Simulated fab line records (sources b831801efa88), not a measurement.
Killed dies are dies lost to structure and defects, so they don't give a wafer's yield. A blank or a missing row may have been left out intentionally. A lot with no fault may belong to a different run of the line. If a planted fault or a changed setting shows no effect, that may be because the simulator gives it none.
fab line records + flow sky130
record
- lots=7
- wafers=21
- last_day=49
route steps=708 shown SONOS_ONO@181 GATE_OXIDE@187
lots with no fault: from the same line, run without faults
start_h: hours from the record's first day to the start of the lot's first wafer shown + wait_h: how many hours have passed since the lot's step before this one + " as in the row above + L1.1+2: one row covering several wafers at once + - no value, or no start given + * or withheld: withheld + < > ~ a bound
route shown NAME@n: NAME is a module with steps in the file, n the number in the route of the first one + usual: mean and standard deviation over wafers with no fault + same: alike in all rows + chamber/n: place in a boat + sites: per-site readings + _std_site: standard deviation of those values + _edge_site: outer sites' mean less inner sites' + radius_mm: for every site, how far away it sits from the centre of the wafer + mask NAME#n: copy n + behind: the last tool/chamber to shape the wafer + hold: why the lot was held/for how many hours/how that ended + device: whichever transistor did not switch (one of n, p or np) + end of line: the tests these same wafers got at the end of their route + a step without rows: its recipe alone + killed: the dies lost at the first sort to structure and to defects; this is not the yield of the wafer + map: shows each die of a wafer: x if killed, . if not, _ if none is there
set.NAME: the setting that was run; set.NAME@STEP: the one run at that earlier step + model.NAME: the simulator's own value behind a step, which no gauge read
lots at some steps of the route; a table a step, a row a wafer
services: when a tool's chamber went out of use (start_h, in hours from the record's first day, below 0 if earlier), for how many hours, and the reason
## steps
# step SKY_SONOS_ONO_CD_MEAS_13
# recipe
- target_cd_nm=410
# usual
- cd_nm=410.6/2.3
| lot.wafer | tool      | chamber | start_h | wait_h | cd_nm |
|-----------|-----------|---------|---------|--------|-------|
| L401.4    | cd_sem-01 | -       | 272.97  | 0.1    | 411.6 |
| L401.5    | "         | -       | "       | "      | 414.1 |
| L401.6    | "         | -       | "       | "      | 415.5 |
| L403.1    | cd_sem-01 | -       | 289.01  | 0.1    | 411.7 |
| L403.4    | "         | -       | "       | "      | 409.9 |
| L403.5    | "         | -       | "       | "      | 407.5 |
| L415.2    | cd_sem-02 | -       | 395.10  | 0.1    | 407.8 |
| L415.5    | "         | -       | "       | "      | 407.9 |
| L415.6    | "         | -       | "       | "      | 409.5 |
| L416.2    | cd_sem-01 | -       | 405.58  | 0.1    | 411.6 |
| L416.3    | "         | -       | "       | "      | 413.8 |
| L416.4    | "         | -       | "       | "      | 413.4 |
| L417.3    | cd_sem-01 | -       | 409.34  | 0.1    | 409.1 |
| L417.4    | "         | -       | "       | "      | 410.3 |
| L417.5    | "         | -       | "       | "      | 408.6 |
| L419.2    | cd_sem-02 | -       | 425.60  | 0.1    | 410.3 |
| L419.4    | "         | -       | "       | "      | 411.6 |
| L419.5    | "         | -       | "       | "      | 408.7 |
| L421.3    | cd_sem-02 | -       | 448.34  | 0.1    | 413.8 |
| L421.4    | "         | -       | "       | "      | 415.0 |
| L421.5    | "         | -       | "       | "      | 415.6 |
# step SKY_SONOS_ONO_OVL_MEAS_14
# usual
- SONOS_ONO_OVL=0.5/1.4
| lot.wafer | tool       | chamber | start_h | wait_h | SONOS_ONO_OVL[nm] |
|-----------|------------|---------|---------|--------|-------------------|
| L401.4    | overlay-02 | -       | 273.05  | 0.1    | 1.6               |
| L401.5    | "          | -       | "       | "      | 1.6               |
| L401.6    | "          | -       | "       | "      | 0.6               |
| L403.1    | overlay-02 | -       | 289.13  | 0.1    | -1.3              |
| L403.4    | "          | -       | "       | "      | 0.9               |
| L403.5    | "          | -       | "       | "      | 0.5               |
| L415.2    | overlay-01 | -       | 395.21  | 0.1    | 1.7               |
| L415.5    | "          | -       | "       | "      | 1.3               |
| L415.6    | "          | -       | "       | "      | 3.2               |
| L416.2    | overlay-01 | -       | 405.69  | 0.1    | 0.0               |
| L416.3    | "          | -       | "       | "      | 0.7               |
| L416.4    | "          | -       | "       | "      | 1.1               |
| L417.3    | overlay-01 | -       | 409.43  | 0.1    | 0.8               |
| L417.4    | "          | -       | "       | "      | 1.1               |
| L417.5    | "          | -       | "       | "      | 0.3               |
| L419.2    | overlay-02 | -       | 425.71  | 0.1    | 2.6               |
| L419.4    | "          | -       | "       | "      | 0.7               |
| L419.5    | "          | -       | "       | "      | -0.6              |
| L421.3    | overlay-02 | -       | 448.43  | 0.1    | -1.1              |
| L421.4    | "          | -       | "       | "      | -0.2              |
| L421.5    | "          | -       | "       | "      | -0.2              |
# step SKY_SONOS_ONO_ETCH_15
# recipe
- target_depth_nm=19.52
- chemistry=CHF3/O2
- source_w=600
- bias_w=200
- pressure_mtorr=40
- chf3_flow_sccm=50
- O2_flow_sccm=5
- time_s=7.8
# usual
- drypump_motor_current_A=5.9/0.48
- oes_product_au=1.000/0.0098
- rf_fwd_power_W=588.5/2.5
- throttle_valve_pct=8.824/0.0097
# same
- time_s=7.8
| lot.wafer | tool        | chamber | start_h | wait_h | drypump_motor_current_A | oes_product_au | rf_fwd_power_W | rf_hours_counter_h | throttle_valve_pct |
|-----------|-------------|---------|---------|--------|-------------------------|----------------|----------------|--------------------|--------------------|
| L401.4    | rie_diel-03 | 3       | 273.07  | 0.0    | 4.9                     | 0.993          | 586.6          | 13                 | 8.823              |
| L401.5    | "           | 3       | "       | "      | 4.9                     | 0.996          | 586.9          | -                  | 8.844              |
| L401.6    | "           | 2       | "       | "      | 5.4                     | 1.011          | 583.2          | -                  | 8.816              |
| L403.1    | rie_diel-04 | 2       | 289.17  | 0.0    | 5.5                     | 0.997          | 589.0          | 1                  | 8.819              |
| L403.4    | "           | 1       | "       | "      | 6.3                     | 1.022          | 591.6          | 2                  | 8.833              |
| L403.5    | "           | 3       | "       | "      | 6.2                     | 1.005          | 590.2          | -                  | 8.816              |
| L415.2    | rie_diel-04 | 1       | 395.24  | 0.0    | 6.2                     | 1.001          | 589.9          | 4                  | 8.823              |
| L415.5    | "           | 2       | "       | "      | 5.5                     | 1.003          | 589.5          | -                  | 8.813              |
| L415.6    | "           | 3       | "       | "      | 6.2                     | 1.001          | 591.1          | -                  | 8.822              |
| L416.2    | rie_diel-04 | 3       | 405.72  | 0.0    | 6.2                     | 1.010          | 590.7          | 3                  | 8.835              |
| L416.3    | "           | 0       | "       | "      | 5.8                     | 0.993          | 584.3          | 100                | 8.814              |
| L416.4    | "           | 2       | "       | "      | 5.5                     | 0.995          | 586.7          | 3                  | 8.827              |
| L417.3    | rie_diel-04 | 1       | 409.45  | 0.0    | 6.2                     | 1.010          | 590.3          | 5                  | 8.822              |
| L417.4    | "           | 0       | "       | "      | 5.8                     | 0.980          | 584.0          | 100                | 8.831              |
| L417.5    | "           | 0       | "       | "      | 5.8                     | 0.994          | 583.2          | -                  | 8.815              |
| L419.2    | rie_diel-04 | 0       | 425.74  | 0.0    | 5.8                     | 0.991          | 585.9          | 101                | 8.829              |
| L419.4    | "           | 2       | "       | "      | 5.5                     | 1.000          | 588.7          | 3                  | 8.826              |
| L419.5    | "           | 0       | "       | "      | 5.8                     | 0.994          | 585.7          | -                  | 8.812              |
| L421.3    | rie_diel-04 | 2       | 448.45  | 0.0    | 5.5                     | 1.002          | 589.0          | 4                  | 8.809              |
| L421.4    | "           | 3       | "       | "      | 6.2                     | 1.010          | 592.2          | 4                  | 8.823              |
| L421.5    | "           | 2       | "       | "      | 5.5                     | 0.995          | 586.3          | -                  | 8.824              |
# step SKY_SONOS_ONO_WET_ETCH_16
# recipe
- chemistry=dHF
- target_depth_nm=14
- dry=n2_spin
- target=SiO2
- dilution=100:1
- temp_c=25
- time_s=280
# step SKY_SONOS_ONO_STRIP_17
# recipe
- chemistry=O2/N2
- power_w=1400
- pressure_mtorr=1500
- platen_temp_c=withheld
- o2_flow_sccm=3000
- n2_flow_sccm=300
- overash_fraction=0.5
# usual
- drypump_motor_current_A=5.5/0.56
- oes_product_au=0.710/0.0045
- strip_time_to_endpoint_s=14.12/0.034
| lot.wafer | tool            | chamber | start_h | wait_h | drypump_motor_current_A | oes_product_au | rf_hours_counter_h | strip_time_to_endpoint_s |
|-----------|-----------------|---------|---------|--------|-------------------------|----------------|--------------------|--------------------------|
| L401.4    | plasma_asher-04 | 0       | 273.21  | 0.0    | 5.7                     | 0.712          | -                  | 14.10                    |
| L401.5    | "               | 1       | "       | "      | 5.2                     | 0.701          | -                  | 14.11                    |
| L401.6    | "               | 0       | "       | "      | 5.7                     | 0.713          | -                  | 14.05                    |
| L403.1    | plasma_asher-04 | 0       | 289.28  | 0.0    | 5.7                     | 0.699          | 58                 | 14.09                    |
| L403.4    | "               | 1       | "       | "      | 5.2                     | 0.708          | -                  | 14.07                    |
| L403.5    | "               | 1       | "       | "      | 5.2                     | 0.697          | -                  | 14.10                    |
| L415.2    | plasma_asher-04 | 1       | 395.34  | 0.0    | 5.2                     | 0.709          | 69                 | 14.10                    |
| L415.5    | "               | 0       | "       | "      | 5.7                     | 0.709          | -                  | 14.07                    |
| L415.6    | "               | 1       | "       | "      | 5.2                     | 0.711          | -                  | 14.13                    |
| L416.2    | plasma_asher-04 | 0       | 405.82  | 0.0    | 5.7                     | 0.700          | 70                 | 14.15                    |
| L416.3    | "               | 1       | "       | "      | 5.2                     | 0.714          | -                  | 14.17                    |
| L416.4    | "               | 0       | "       | "      | 5.7                     | 0.710          | -                  | 14.15                    |
| L417.3    | plasma_asher-02 | 1       | 409.59  | 0.0    | 6.4                     | 0.707          | -                  | 14.07                    |
| L417.4    | "               | 0       | "       | "      | 5.8                     | 0.719          | -                  | 14.12                    |
| L417.5    | "               | 1       | "       | "      | 6.4                     | 0.701          | -                  | 14.11                    |
| L419.2    | plasma_asher-02 | 1       | 425.84  | 0.0    | 6.4                     | 0.704          | 62                 | 14.14                    |
| L419.4    | "               | 1       | "       | "      | 6.4                     | 0.715          | -                  | 14.13                    |
| L419.5    | "               | 1       | "       | "      | 6.4                     | 0.711          | -                  | 14.11                    |
| L421.3    | plasma_asher-02 | 1       | 448.59  | 0.0    | 6.4                     | 0.710          | -                  | 14.18                    |
| L421.4    | "               | 0       | "       | "      | 5.9                     | 0.713          | -                  | 14.16                    |
| L421.5    | "               | 0       | "       | "      | 5.8                     | 0.709          | -                  | 14.19                    |
# step SKY_SONOS_ONO_WET_ETCH_18
# recipe
- chemistry=H3PO4
- target_depth_nm=15
- target=Si3N4
- temp_c=160
- time_s=172
# step SKY_GATE_OXIDE_CLEAN_00
# recipe
- chemistry=SC1/SC2
- mix=1:4:20
- temp_c=70
- time_s=150
- dry=n2_spin
# step SKY_GATE_OXIDE_OXIDATION_01
# recipe
- temp_c=892.8
- ambient=O2
- stabilise_s=600
- purge_s=300
- target_thk_a=102.68
- ox_time_s=1473
# step SKY_GATE_OXIDE_THK_MEAS_02
# recipe
- reads=SiO2_of_GATE_OXIDE_OXIDATION_01
# usual
- GATE_OXIDE_OXIDATION_00_THK=9.51/0.23
| lot.wafer | tool          | chamber | start_h | wait_h | GATE_OXIDE_OXIDATION_00_THK[nm] |
|-----------|---------------|---------|---------|--------|---------------------------------|
| L401.4    | film_metro-02 | -       | 274.99  | 0.0    | 9.77                            |
| L401.5    | "             | -       | "       | "      | 9.71                            |
| L401.6    | "             | -       | "       | "      | 9.73                            |
| L403.1    | film_metro-03 | -       | 290.90  | 0.0    | 9.33                            |
| L403.4    | "             | -       | "       | "      | 9.22                            |
| L403.5    | "             | -       | "       | "      | 9.21                            |
| L415.2    | film_metro-04 | -       | 398.66  | 0.0    | 9.91                            |
| L415.5    | "             | -       | "       | "      | 9.63                            |
| L415.6    | "             | -       | "       | "      | 9.53                            |
| L416.2    | film_metro-02 | -       | 407.82  | 0.0    | 9.71                            |
| L416.3    | "             | -       | "       | "      | 9.57                            |
| L416.4    | "             | -       | "       | "      | 9.49                            |
| L417.3    | film_metro-02 | -       | 412.57  | 0.0    | 9.75                            |
| L417.4    | "             | -       | "       | "      | 9.85                            |
| L417.5    | "             | -       | "       | "      | 9.80                            |
| L419.2    | film_metro-04 | -       | 429.54  | 0.0    | 9.33                            |
| L419.4    | "             | -       | "       | "      | 9.30                            |
| L419.5    | "             | -       | "       | "      | 9.30                            |
| L421.3    | film_metro-03 | -       | 450.20  | 0.0    | 9.15                            |
| L421.4    | "             | -       | "       | "      | 9.61                            |
| L421.5    | "             | -       | "       | "      | 9.58                            |
# step SKY_GATE_OXIDE_DEHYDRATE_03
# recipe
- temp_c=200
- time_s=60
# step SKY_GATE_OXIDE_HMDS_04
# recipe
- prime_time_s=60
- prime_temp_c=120
# step SKY_GATE_OXIDE_COAT_05
# recipe
- resist=NOVOLAK
- spin_rpm=3000
- resist_thk_nm=1140
# step SKY_GATE_OXIDE_SOFTBAKE_06
# recipe
- temp_c=90
- time_s=60
- resist=NOVOLAK
# usual
- heater_power_total_W=56.59/0.042
- plate_temp_C=90.00/0.14
- run_length_s=89.10/0.13
| lot.wafer | tool           | chamber | start_h | wait_h | heater_power_total_W | plate_temp_C | run_length_s |
|-----------|----------------|---------|---------|--------|----------------------|--------------|--------------|
| L401.4    | litho_track-03 | 0       | 287.04  | 0.1    | 56.68                | 89.98        | 89.02        |
| L401.5    | "              | 0       | "       | "      | 56.62                | 89.87        | 89.17        |
| L401.6    | "              | 0       | "       | "      | 56.58                | 90.01        | 89.14        |
| L403.1    | litho_track-04 | 0       | 303.43  | 0.1    | 56.53                | 90.01        | 89.09        |
| L403.4    | "              | 0       | "       | "      | 56.58                | 89.95        | 89.08        |
| L403.5    | "              | 0       | "       | "      | 56.55                | 90.13        | 89.06        |
| L415.2    | litho_track-03 | 0       | 412.29  | 0.1    | 64.82                | -            | 68.89        |
| L415.5    | "              | 0       | "       | "      | 64.80                | -            | 68.78        |
| L415.6    | "              | 0       | "       | "      | 64.82                | -            | 68.97        |
| L416.2    | litho_track-03 | 0       | 422.29  | 0.1    | 64.81                | -            | 68.77        |
| L416.3    | "              | 0       | "       | "      | 64.88                | -            | 68.76        |
| L416.4    | "              | 0       | "       | "      | 64.84                | -            | 69.03        |
| L417.3    | litho_track-03 | 0       | 427.46  | 0.1    | 64.86                | -            | 68.71        |
| L417.4    | "              | 0       | "       | "      | 64.74                | -            | 68.77        |
| L417.5    | "              | 0       | "       | "      | 64.88                | -            | 68.75        |
| L419.2    | litho_track-04 | 0       | 443.71  | 0.1    | 56.59                | 90.21        | 89.45        |
| L419.4    | "              | 0       | "       | "      | 56.68                | 90.04        | 89.36        |
| L419.5    | "              | 0       | "       | "      | 56.57                | 90.10        | 89.09        |
| L421.3    | litho_track-01 | 0       | 465.22  | 0.1    | 56.57                | 90.13        | 88.92        |
| L421.4    | "              | 0       | "       | "      | 56.59                | 89.86        | 89.27        |
| L421.5    | "              | 0       | "       | "      | 56.62                | 89.97        | 88.97        |
# step SKY_GATE_OXIDE_EXPOSE_07
# recipe
- mask_id=LVOM
- na=0.6
- source_shape=conventional
- sigma_outer=0.6
- polarization=unpolarized
- target_cd_nm=600
- dose_mj=170
# step SKY_GATE_OXIDE_PEB_08
# recipe
- temp_c=withheld
- time_s=*
- resist=NOVOLAK
# step SKY_GATE_OXIDE_DEVELOP_09
# recipe
- resist=NOVOLAK
- developer=TMAH
- develop_time_s=60
- dev_temp_c=23
| lot.wafer | tool           | chamber | start_h | wait_h | model.NOVOLAK_of_GATE_OXIDE_COAT_05.thk_nm |
|-----------|----------------|---------|---------|--------|--------------------------------------------|
| L401.4+5  | litho_track-04 | 0       | 299.71  | 0.1    | 1144                                       |
| L401.6    | "              | 0       | "       | "      | 1145                                       |
| L403.1    | litho_track-04 | 0       | 315.93  | 0.1    | 1144                                       |
| L403.4    | "              | 0       | "       | "      | 1139                                       |
| L403.5    | "              | 0       | "       | "      | 1142                                       |
| L415.2    | litho_track-04 | 0       | 427.56  | 0.1    | 1153                                       |
| L415.5    | "              | 0       | "       | "      | 1150                                       |
| L415.6    | "              | 0       | "       | "      | 1152                                       |
| L416.2    | litho_track-01 | 0       | 437.39  | 0.1    | 1154                                       |
| L416.3+4  | "              | 0       | "       | "      | 1155                                       |
| L417.3    | litho_track-03 | 0       | 441.86  | 0.1    | 1155                                       |
| L417.4    | "              | 0       | "       | "      | 1156                                       |
| L417.5    | "              | 0       | "       | "      | 1153                                       |
| L419.2+5  | litho_track-03 | 0       | 459.39  | 0.1    | 1143                                       |
| L419.4    | "              | 0       | "       | "      | 1141                                       |
| L421.3    | litho_track-01 | 0       | 480.42  | 0.1    | 1141                                       |
| L421.4+5  | "              | 0       | "       | "      | 1144                                       |
# step SKY_GATE_OXIDE_OVL_MEAS_10
# usual
- GATE_OXIDE_OVL=1.2/1.6
| lot.wafer | tool       | chamber | start_h | wait_h | GATE_OXIDE_OVL[nm] |
|-----------|------------|---------|---------|--------|--------------------|
| L401.4    | overlay-02 | -       | 299.80  | 0.1    | 1.3                |
| L401.5    | "          | -       | "       | "      | 0.8                |
| L401.6    | "          | -       | "       | "      | 0.0                |
| L403.1    | overlay-02 | -       | 316.08  | 0.1    | 2.1                |
| L403.4    | "          | -       | "       | "      | 0.7                |
| L403.5    | "          | -       | "       | "      | 0.4                |
| L415.2    | overlay-01 | -       | 427.69  | 0.1    | 0.6                |
| L415.5    | "          | -       | "       | "      | 0.2                |
| L415.6    | "          | -       | "       | "      | 1.2                |
| L416.2    | overlay-01 | -       | 437.52  | 0.1    | 1.6                |
| L416.3    | "          | -       | "       | "      | -0.3               |
| L416.4    | "          | -       | "       | "      | 0.9                |
| L417.3    | overlay-02 | -       | 441.97  | 0.1    | -0.3               |
| L417.4    | "          | -       | "       | "      | 0.4                |
| L417.5    | "          | -       | "       | "      | -0.9               |
| L419.2    | overlay-02 | -       | 459.52  | 0.1    | -0.7               |
| L419.4    | "          | -       | "       | "      | -0.7               |
| L419.5    | "          | -       | "       | "      | -0.2               |
| L421.3    | overlay-01 | -       | 480.53  | 0.1    | 0.3                |
| L421.4    | "          | -       | "       | "      | 2.2                |
| L421.5    | "          | -       | "       | "      | 3.3                |
# step SKY_GATE_OXIDE_IMPLANT_11
# recipe
- species=B
- energy_kev=10
- dose_cm2=2.6e+12
- tilt_deg=withheld
# step SKY_GATE_OXIDE_WET_ETCH_12
# recipe
- chemistry=dHF
- target_depth_nm=16.8
- dry=n2_spin
- target=SiO2
- dilution=100:1
- temp_c=25
- time_s=336
# step SKY_GATE_OXIDE_STRIP_13
# recipe
- chemistry=O2/N2
- power_w=1400
- pressure_mtorr=1500
- platen_temp_c=withheld
- o2_flow_sccm=3000
- n2_flow_sccm=300
- overash_fraction=0.5
# usual
- drypump_motor_current_A=5.3/0.44
- oes_product_au=0.715/0.0047
- strip_time_to_endpoint_s=14.21/0.036
| lot.wafer | tool            | chamber | start_h | wait_h | drypump_motor_current_A | oes_product_au | rf_hours_counter_h | strip_time_to_endpoint_s |
|-----------|-----------------|---------|---------|--------|-------------------------|----------------|--------------------|--------------------------|
| L401.4    | plasma_asher-03 | 0       | 300.11  | 0.0    | 4.9                     | 0.713          | -                  | 14.24                    |
| L401.5    | "               | 0       | "       | "      | 4.9                     | 0.719          | -                  | 14.23                    |
| L401.6    | "               | 1       | "       | "      | 4.9                     | 0.710          | -                  | 14.25                    |
| L403.1    | plasma_asher-01 | 1       | 316.38  | 0.0    | 4.9                     | 0.717          | 63                 | 14.24                    |
| L403.4    | "               | 1       | "       | "      | 4.9                     | 0.725          | -                  | 14.16                    |
| L403.5    | "               | 1       | "       | "      | 4.9                     | 0.715          | -                  | 14.19                    |
| L415.2    | plasma_asher-03 | 1       | 427.97  | 0.0    | 4.9                     | 0.717          | 27                 | 14.31                    |
| L415.5    | "               | 0       | "       | "      | 4.9                     | 0.718          | -                  | 14.29                    |
| L415.6    | "               | 1       | "       | "      | 4.9                     | 0.714          | -                  | 14.31                    |
| L416.2    | plasma_asher-03 | 0       | 437.81  | 0.0    | 4.9                     | 0.715          | 28                 | 14.32                    |
| L416.3    | "               | 1       | "       | "      | 4.9                     | 0.719          | -                  | 14.31                    |
| L416.4    | "               | 0       | "       | "      | 4.9                     | 0.719          | -                  | 14.31                    |
| L417.3    | plasma_asher-04 | 1       | 442.28  | 0.0    | 5.2                     | 0.717          | -                  | 14.33                    |
| L417.4    | "               | 0       | "       | "      | 5.7                     | 0.709          | -                  | 14.34                    |
| L417.5    | "               | 0       | "       | "      | 5.7                     | 0.709          | -                  | 14.28                    |
| L419.2    | plasma_asher-01 | 0       | 459.80  | 0.0    | 6.0                     | 0.714          | 76                 | 14.21                    |
| L419.4    | "               | 0       | "       | "      | 6.1                     | 0.719          | -                  | 14.18                    |
| L419.5    | "               | 0       | "       | "      | 6.0                     | 0.709          | -                  | 14.23                    |
| L421.3    | plasma_asher-04 | 1       | 480.85  | 0.0    | 5.2                     | 0.712          | -                  | 14.18                    |
| L421.4    | "               | 0       | "       | "      | 5.7                     | 0.721          | -                  | 14.24                    |
| L421.5    | "               | 0       | "       | "      | 5.7                     | 0.708          | -                  | 14.24                    |
# step SKY_GATE_OXIDE_TW_MEAS_14
# usual
- GATE_OXIDE_TW=225.4/1.3
| lot.wafer | tool          | chamber | start_h | wait_h | GATE_OXIDE_TW |
|-----------|---------------|---------|---------|--------|---------------|
| L401.4    | film_metro-02 | -       | 300.21  | 0.1    | 225.1         |
| L401.5    | "             | -       | "       | "      | 225.4         |
| L401.6    | "             | -       | "       | "      | 224.6         |
| L403.1    | film_metro-04 | -       | 316.48  | 0.1    | 226.4         |
| L403.4    | "             | -       | "       | "      | 227.1         |
| L403.5    | "             | -       | "       | "      | 227.9         |
| L415.2    | film_metro-02 | -       | 428.08  | 0.1    | 229.6         |
| L415.5    | "             | -       | "       | "      | 227.1         |
| L415.6    | "             | -       | "       | "      | 227.4         |
| L416.2    | film_metro-02 | -       | 437.92  | 0.1    | 226.1         |
| L416.3    | "             | -       | "       | "      | 225.2         |
| L416.4    | "             | -       | "       | "      | 226.4         |
| L417.3    | film_metro-02 | -       | 442.37  | 0.1    | 225.9         |
| L417.4    | "             | -       | "       | "      | 226.4         |
| L417.5    | "             | -       | "       | "      | 225.4         |
| L419.2    | film_metro-04 | -       | 459.91  | 0.1    | 226.1         |
| L419.4    | "             | -       | "       | "      | 226.0         |
| L419.5    | "             | -       | "       | "      | 226.4         |
| L421.3    | film_metro-04 | -       | 480.94  | 0.1    | 226.1         |
| L421.4    | "             | -       | "       | "      | 226.8         |
| L421.5    | "             | -       | "       | "      | 227.1         |
## services
| tool            | chamber | start_h | hours | kind       |
|-----------------|---------|---------|-------|------------|
| plasma_asher-03 | -       | 262.27  | 14.6  | pm         |
| plasma_asher-01 | -       | 265.96  | 2.7   | repair     |
| rie_diel-04     | 3       | 266.12  | 7.8   | repair     |
| plasma_asher-04 | -       | 301.40  | 1.2   | repair     |
| rie_diel-03     | 0       | 303.37  | 4.2   | repair     |
| plasma_asher-03 | -       | 304.46  | 11.6  | repair     |
| rie_diel-03     | 1       | 314.11  | 5.4   | repair     |
| rie_diel-04     | 1       | 328.74  | 5.9   | repair     |
| rie_diel-03     | 0       | 337.03  | 4.0   | repair     |
| rie_diel-04     | -       | 353.52  | 0.8   | repair     |
| rie_diel-03     | 0       | 355.78  | 7.1   | repair     |
| rie_diel-03     | -       | 362.74  | 0.4   | repair     |
| plasma_asher-02 | -       | 387.77  | 0.6   | repair     |
| plasma_asher-03 | -       | 392.11  | 6.1   | repair     |
| plasma_asher-04 | -       | 421.25  | 9.0   | pm         |
| plasma_asher-04 | 0       | 421.25  | 9.0   | vent_cycle |
| plasma_asher-04 | 1       | 421.25  | 9.0   | vent_cycle |
| plasma_asher-04 | -       | 423.54  | 0.4   | repair     |
| plasma_asher-01 | -       | 437.62  | 14.6  | pm         |
| rie_diel-03     | -       | 441.11  | 0.9   | repair     |
| plasma_asher-04 | -       | 451.88  | 13.1  | repair     |
| plasma_asher-03 | -       | 453.11  | 4.3   | pm         |
| rie_diel-03     | -       | 463.44  | 1.3   | repair     |
| plasma_asher-04 | -       | 468.82  | 4.3   | repair     |
## key
first_sign
- step=SKY_GATE_OXIDE_SOFTBAKE_06
- reading=heater_power_total_W
- direction=up
- sigmas=99+
- usual=*
- struck=*
effect
- step=SKY_GATE_OXIDE_SOFTBAKE_06
- reading=run_length_s
- direction=down
- sigmas=99+
- usual=*
- struck=*
effect
- step=SKY_GATE_OXIDE_STRIP_13
- reading=strip_time_to_endpoint_s
- direction=up
- sigmas=2.8
- usual=*
- struck=*
model_effect
- step=SKY_GATE_OXIDE_DEVELOP_09
- value=NOVOLAK_of_GATE_OXIDE_COAT_05.thk_nm
- without=1144
- struck=1154
met_at SKY_GATE_OXIDE_SOFTBAKE_06
struck_wafers L415.2,L415.5,L415.6,L416.2,L416.3,L416.4,L417.3,L417.4,L417.5
tester_left_out L415,L416,L417
onset_between 287.04 412.29
fault
- kind=process_parameter_drift
- tool=litho_track-03
- chamber=-
- onset_h=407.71
- steps=SKY_GATE_OXIDE_SOFTBAKE_06
- channel=time_s
- offset=*
- shape=step
- end_h=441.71
- acts_in=*
- stated=*
# tester_left_out: of these lots the tester's yield and bins aren't shown, on N5 and GAA mostly nor the transistor test; their killed dies are dies lost to structure and defects alone, not to doping, threshold or leakage, so they don't give the yield
